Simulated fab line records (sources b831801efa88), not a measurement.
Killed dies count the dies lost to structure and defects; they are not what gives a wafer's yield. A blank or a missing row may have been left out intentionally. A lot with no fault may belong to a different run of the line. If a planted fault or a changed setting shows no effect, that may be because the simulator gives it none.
Chamber matching | flow sky130 | pecvd-03 running SKY_CAPM_CVD_00: 3 sister chambers
The step deposits SiO2, target thk 15.5 nm. 6 wafers are shown with their chamber, then 12 later ones without.

## WAFERS WITH THEIR CHAMBER
wafer  | chamber | heater power w (W)
L081.6 | 1       | 642
L084.3 | 0       | 707
L084.6 | 0       | 677
L085.1 | 2       | 666
L085.3 | 1       | 550
L085.4 | 2       | 684

## WAFERS WHOSE CHAMBER IS MISSING
wafer  | heater power w (W)
L089.1 | 586
L089.4 | 717
L089.6 | 573
L091.1 | 775
L091.2 | 712
L091.5 | 617
L092.2 | 617
L092.4 | 606
L092.5 | 606
L094.1 | 789
L094.4 | 790
L094.5 | 694

## THE CHAMBER EACH PASSED THROUGH
wafer  | from the rows above          | in truth
L089.1 | can't be placed: 1 or 2      | 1
L089.4 | can't be placed: 0 or 2      | 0
L089.6 | can't be placed: 1 or 2      | 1
L091.1 | can't be placed: 0 or 2      | 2
L091.2 | can't be placed: 0 or 2      | 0
L091.5 | can't be placed: 1 or 2 or 0 | 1
L092.2 | can't be placed: 1 or 2 or 0 | 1
L092.4 | can't be placed: 1 or 2 or 0 | 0
L092.5 | can't be placed: 1 or 2 or 0 | 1
L094.1 | can't be placed: 0 or 2      | 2
L094.4 | can't be placed: 0 or 2      | 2
L094.5 | can't be placed: 0 or 2      | 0
Correct placement for 0 of the 12. Cannot be placed on the basis of these rows: 12; the candidates contain the true chamber in 12. Wrongly placed: 0.
How it was worked out, from the rows above alone: a wafer's distance from a chamber is the root of the sum, over the readings, of the square of ((its reading less the chamber's mean) divided by the reading's scatter). If the next closest chamber is less than 2 further off than the closest, the wafer can't be placed; otherwise it belongs to the closest. Each chamber's mean is taken over the wafers shown for it. The scatter: the root of (the sum of the squares of (reading less its chamber's mean) over the shown wafers, divided by (wafers less chambers)).
